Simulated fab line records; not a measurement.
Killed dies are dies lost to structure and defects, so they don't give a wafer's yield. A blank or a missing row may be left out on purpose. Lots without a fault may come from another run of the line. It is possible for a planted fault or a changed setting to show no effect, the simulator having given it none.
fab line records	flow sky130	part 2 of 2: steps 43 to 43 of 43
record: lots: 6	wafers: 18	last-day: 50
route steps=708 shown FIELD_ISO@3 NWELL@32 DNWELL@35 PAD_OPEN@708
lots that met no fault: from a run of the same line without faults
start-h: hours from the record's opening day to when the first of the lot's shown wafers began	wait-h: hours elapsed since this lot's preceding step	" same as the row above	L1.1+2: several wafers, shown together as one row	- either no value or no given start	* or withheld: withheld	< > ~ a bound
route shown NAME@n: a module of which the file shows steps, and the number in the route of the first	usual: average and standard deviation across the fault-free wafers	same: alike in all rows	chamber/n: place in a boat	sites: per-site readings	_std_site: the values' standard deviation	_edge_site: the outer-site mean with the inner-site mean subtracted	radius-mm: for every site, how far away it sits from the centre of the wafer	mask NAME#n: copy n	behind: the last tool/chamber to shape the wafer	hold: why the lot went on hold/how many hours it stayed there/how the hold came to an end	device: names the non-switching transistor (n, p or np)	end of line: the route-end tests of the same wafers	a step given without rows: its recipe and nothing more	killed: dies lost to structure and defects at the first sort, not the wafer's yield	map: a wafer's dies, x killed, . not, _ none there
set.NAME: setting as actually run; set.NAME@STEP: the setting as run at that earlier step	model.NAME: the simulator's own value behind a step, which no gauge read
certain route steps with their lots: each step a table, each wafer a row
services: when a tool's chamber went out of use (start-h, in hours from the record's first day, below 0 if earlier), for how many hours, and the reason
== steps ==
step: SKY_PAD_OPEN_PROBE_99
usual: killed_at_M0_to_M3: 44/7.1	killed_at_M4_up: 3.5/2	killed-at-contacts: 24/5.3	killed-at-front-end: 15/4.8	killed-at-other: 0.1/0.35	killed-dies: 86/9.3	killed-open: 47/7.8	killed-short: 39/5.9
same: gross-dies: 492	killed-at-back-side: 0
lot.wafer	tool	chamber	start-h	wait-h	hold	killed_at_M0_to_M3	killed_at_M4_up	killed-at-contacts	killed-at-front-end	killed-at-other	killed-dies	killed-open	killed-short
L485.3	prober-01	-	1117.68	0.2	-	40	4	22	12	0	78	45	33
L485.4	prober-01	-	1117.73	0.2	-	34	6	25	9	0	74	39	35
L485.6	prober-01	-	1117.83	0.2	-	41	4	17	13	0	75	36	39
L487.1	prober-02	-	1128.07	0.1	-	43	3	32	13	1	92	52	40
L487.4	prober-02	-	1128.22	0.2	-	43	2	13	9	1	68	41	26
L487.5	prober-02	-	1128.27	0.2	-	39	3	24	9	0	75	44	31
L491.2	prober-02	-	1150.14	0.1	await-dispo/1.3h/release	49	3	16	63	1	132	47	43
L491.3	prober-02	-	1150.19	0.2	await-dispo/1.3h/release	39	3	21	71	0	134	44	40
L491.5	prober-02	-	1150.29	0.2	await-dispo/1.3h/release	48	0	18	54	0	120	44	35
L494.1	prober-01	-	1162.54	0.1	await-dispo/2.0h/release	51	2	25	83	0	161	56	44
L494.4	prober-01	-	1162.69	0.2	await-dispo/2.0h/release	32	3	27	66	1	129	40	40
L494.6	prober-01	-	1162.79	0.2	await-dispo/2.0h/release	51	2	18	61	0	132	44	40
L496.3	prober-01	-	1174.53	0.2	-	47	6	27	17	0	97	65	32
L496.5	prober-01	-	1174.63	0.2	-	52	1	21	16	1	91	60	31
L496.6	prober-01	-	1174.68	0.2	-	41	5	30	9	0	85	47	38
L501.1	prober-02	-	1204.04	0.1	-	55	0	19	13	0	87	58	29
L501.3	prober-02	-	1204.14	0.2	-	53	1	22	24	0	100	61	39
L501.4	prober-02	-	1204.19	0.2	-	45	7	18	31	0	101	56	45
killed by level:class
L485.3 CONTACT:geometric-particle:open=9 VIA1:geometric-particle:open=9 VIA2:geometric-particle:open=8 VIA3:geometric-particle:open=7 FIELD_ISO:geometric-particle:open=5 LOCAL_INTERCONNECT:geometric-particle:short=5 VIA1:geometric-particle:short=5 FIELD_ISO:geometric-particle:short=3
L485.4 CONTACT:geometric-particle:open=9 VIA3:geometric-particle:open=7 FIELD_ISO:geometric-particle:open=6 VIA1:geometric-particle:short=6 VIA1:geometric-particle:open=6 CONTACT:geometric-particle:short=5 LOCAL_INTERCONNECT:geometric-particle:short=4 METAL1:geometric-particle:short=4
L485.6 VIA2:geometric-particle:open=10 LI_CONTACT:geometric-particle:open=6 METAL2:geometric-particle:short=6 POLY_GATE:geometric-particle:short=5 VIA1:geometric-particle:open=5 METAL1:geometric-particle:short=5 FIELD_ISO:geometric-particle:open=4 VIA1:geometric-particle:short=4
L487.1 CONTACT:geometric-particle:open=12 VIA1:geometric-particle:open=9 LI_CONTACT:geometric-particle:open=8 VIA2:geometric-particle:open=7 METAL3:geometric-particle:short=6 FIELD_ISO:geometric-particle:open=5 VIA3:geometric-particle:short=5 LOCAL_INTERCONNECT:geometric-particle:short=5
L487.4 VIA1:geometric-particle:open=13 CONTACT:geometric-particle:open=8 VIA1:geometric-particle:short=5 VIA2:geometric-particle:open=5 VIA3:geometric-particle:open=5 VIA3:geometric-particle:short=4 LI_CONTACT:geometric-particle:open=3 METAL1:geometric-particle:short=3
L487.5 VIA1:geometric-particle:open=10 LI_CONTACT:geometric-particle:open=7 CONTACT:geometric-particle:open=7 VIA3:geometric-particle:open=7 VIA2:geometric-particle:open=5 FIELD_ISO:geometric-particle:short=4 LOCAL_INTERCONNECT:geometric-particle:short=4 METAL1:geometric-particle:short=3
L491.2 FIELD_ISO:unspecified=42 VIA1:geometric-particle:open=10 CONTACT:geometric-particle:open=9 METAL2:geometric-particle:short=7 FIELD_ISO:geometric-particle:short=5 METAL1:geometric-particle:short=5 VIA1:geometric-particle:short=5 VIA3:geometric-particle:open=5
L491.3 FIELD_ISO:unspecified=50 CONTACT:geometric-particle:open=12 METAL1:geometric-particle:short=8 FIELD_ISO:geometric-particle:open=7 VIA3:geometric-particle:open=6 POLY_GATE:geometric-particle:short=4 VIA1:geometric-particle:open=4 METAL2:geometric-particle:short=4
L491.5 FIELD_ISO:unspecified=41 METAL1:geometric-particle:short=8 VIA2:geometric-particle:open=8 VIA1:geometric-particle:open=8 CONTACT:geometric-particle:open=6 VIA1:geometric-particle:short=6 POLY_GATE:geometric-particle:open=5 CONTACT:geometric-particle:short=5
L494.1 FIELD_ISO:unspecified=61 VIA1:geometric-particle:open=12 METAL2:geometric-particle:short=11 VIA3:geometric-particle:open=9 CONTACT:geometric-particle:open=8 POLY_GATE:geometric-particle:open=7 LI_CONTACT:geometric-particle:open=7 FIELD_ISO:geometric-particle:open=6
L494.4 FIELD_ISO:unspecified=49 LI_CONTACT:geometric-particle:open=10 CONTACT:geometric-particle:open=8 VIA1:geometric-particle:open=8 METAL1:geometric-particle:short=5 POLY_GATE:geometric-particle:short=5 VIA1:geometric-particle:short=5 VIA2:geometric-particle:open=4
L494.6 FIELD_ISO:unspecified=48 VIA1:geometric-particle:open=12 METAL2:geometric-particle:short=8 VIA2:geometric-particle:open=8 METAL1:geometric-particle:short=7 VIA1:geometric-particle:short=6 LI_CONTACT:geometric-particle:open=5 CONTACT:geometric-particle:short=4
L496.3 VIA3:geometric-particle:open=13 VIA2:geometric-particle:open=11 LI_CONTACT:geometric-particle:open=11 VIA1:geometric-particle:open=10 CONTACT:geometric-particle:open=7 POLY_GATE:geometric-particle:open=4 LI_CONTACT:geometric-particle:short=4 METAL4:geometric-particle:short=4
L496.5 VIA1:geometric-particle:open=12 VIA3:geometric-particle:open=10 CONTACT:geometric-particle:open=9 VIA2:geometric-particle:open=8 POLY_GATE:geometric-particle:open=6 METAL2:geometric-particle:short=6 LI_CONTACT:geometric-particle:open=5 VIA3:geometric-particle:short=4
L496.6 VIA2:geometric-particle:open=9 CONTACT:geometric-particle:open=9 LI_CONTACT:geometric-particle:open=8 VIA1:geometric-particle:open=7 LOCAL_INTERCONNECT:geometric-particle:short=5 CONTACT:geometric-particle:short=5 VIA3:geometric-particle:open=5 VIA1:geometric-particle:short=4
L501.1 VIA1:geometric-particle:open=16 CONTACT:geometric-particle:open=10 VIA3:geometric-particle:open=8 VIA2:geometric-particle:open=7 VIA1:geometric-particle:short=7 METAL1:geometric-particle:open=6 FIELD_ISO:geometric-particle:short=4 POLY_GATE:geometric-particle:open=4
L501.3 VIA1:geometric-particle:open=15 VIA3:geometric-particle:open=11 CONTACT:geometric-particle:open=9 FIELD_ISO:geometric-particle:open=7 POLY_GATE:geometric-particle:open=6 POLY_GATE:geometric-particle:short=5 LI_CONTACT:geometric-particle:short=5 LI_CONTACT:geometric-particle:open=5
L501.4 VIA1:geometric-particle:open=11 POLY_GATE:geometric-particle:short=10 VIA1:geometric-particle:short=9 CONTACT:geometric-particle:open=8 FIELD_ISO:geometric-particle:open=6 FIELD_ISO:geometric-particle:short=6 LI_CONTACT:geometric-particle:open=6 VIA2:geometric-particle:open=6
map L491.3 (x killed, . not)
__________x........._________
________....xx........_______
______..x.x............._____
_____x.....x...x....x....____
____..........x.....xx.x..___
___x.x...xxx.....x.........__
__...x.xx.....x...xx.x.x...._
_.x.x....x..........x.....x..
_...............xxxxxxx.....x
_.x..........x.xxxxxxxx.x....
_.x.......x....xxxxxxxx......
_....x........xxxxxxxx..x....
_...x.x.x.x...xxxxxxxxxxxx...
_...x..xx.x...x.xxxxxx.......
_x.x..........x...xxxx..x....
__.......x..........x......x_
___.xx......xxx...x.x.xx...__
____..x.x.................___
_____.x...x......x....xx.____
______................x._____
________xxx...xx...x.._______
__________........xx_________
map L494.1 (x killed, . not)
__________.x......x._________
________...xx...x....._______
______.....xx.x.......xx_____
_____........x........x.x____
____....x........x...x...x___
___..x..x.xx....xxx..xx....__
__.......x....x...xxx...x..._
_......x.x.....xxxxxx....x...
_x...x........xxxxxxxx.xx....
_.x.....xxx....xxxxxxxx..x..x
_..........xx.xxxxxxxxx......
_x.x..........xxxxxxxxxx..x.x
_....x........xxxxxxxxxx.....
_x.x..xx....xxxxxxxxxx.xx..x.
_....xx....xx.x.xx.x.x..x....
__....x....x.......x..xx...._
___..xx...x.x......xxx.x.x.__
____...x................x.___
_____x.x...x.x.....x.....____
______.x....xx.......x.._____
________...x.....x..x._______
__________......xx.x_________
== services ==
tool	chamber	start-h	hours	kind
rie-diel-04	1	39.61	8.6	repair
rie-diel-04	0	42.44	8.9	repair
plasma-asher-01	-	48.49	2.7	repair
cmp-02	-	55.71	4.9	pm
rie-si-01	3	59.13	29.2	repair
rie-diel-04	1	59.89	1.4	repair
cmp-01	-	62.03	0.4	repair
cmp-02	-	64.00	4.0	pm
cmp-02	-	67.19	4.3	repair
cmp-01	-	68.85	1.0	repair
rie-si-02	2	72.51	9.1	repair
cmp-01	-	73.26	4.2	repair
rie-diel-04	1	104.89	8.2	repair
rie-si-02	0	108.28	14.3	repair
plasma-asher-02	-	108.75	9.0	pm
rie-diel-04	-	111.02	4.3	pm
rie-diel-04	1	120.78	5.3	repair
cmp-01	-	133.79	2.7	repair
rie-si-02	1	152.40	1.9	repair
rie-si-02	-	159.30	0.3	repair
plasma-asher-02	-	172.07	0.6	repair
cmp-01	-	175.01	0.6	repair
rie-diel-03	0	178.24	13.0	repair
rie-si-02	3	179.15	6.8	repair
== key ==
first-sign: step: SKY_PAD_OPEN_PROBE_99	reading: killed-at-front-end	direction: up	sigmas: 11	usual: 15	struck: 66
effect: step: SKY_PAD_OPEN_PROBE_99	reading: killed-dies	direction: up	sigmas: 5.2	usual: 86	struck: 135
met-at SKY_FIELD_ISO_ETCH_14
struck-wafers L491.2,L491.3,L491.5,L494.1,L494.4,L494.6
tester-left-out L491,L494
onset-between 62.68 94.14
also-fits SKY_FIELD_ISO_ETCH_15:rie-diel-03
fault: kind: chamber-particle-source	tool: rie-diel-03	chamber: -	onset-h: 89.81	steps: SKY_FIELD_ISO_ETCH_14	rate-per-visit-cm2: 0.94895	end-h: 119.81
tester-left-out: of these lots the tester's yield and bins aren't shown, on N5 and GAA mostly nor the transistor test; their killed dies are dies lost to structure and defects alone, not to doping, threshold or leakage, so they don't give the yield
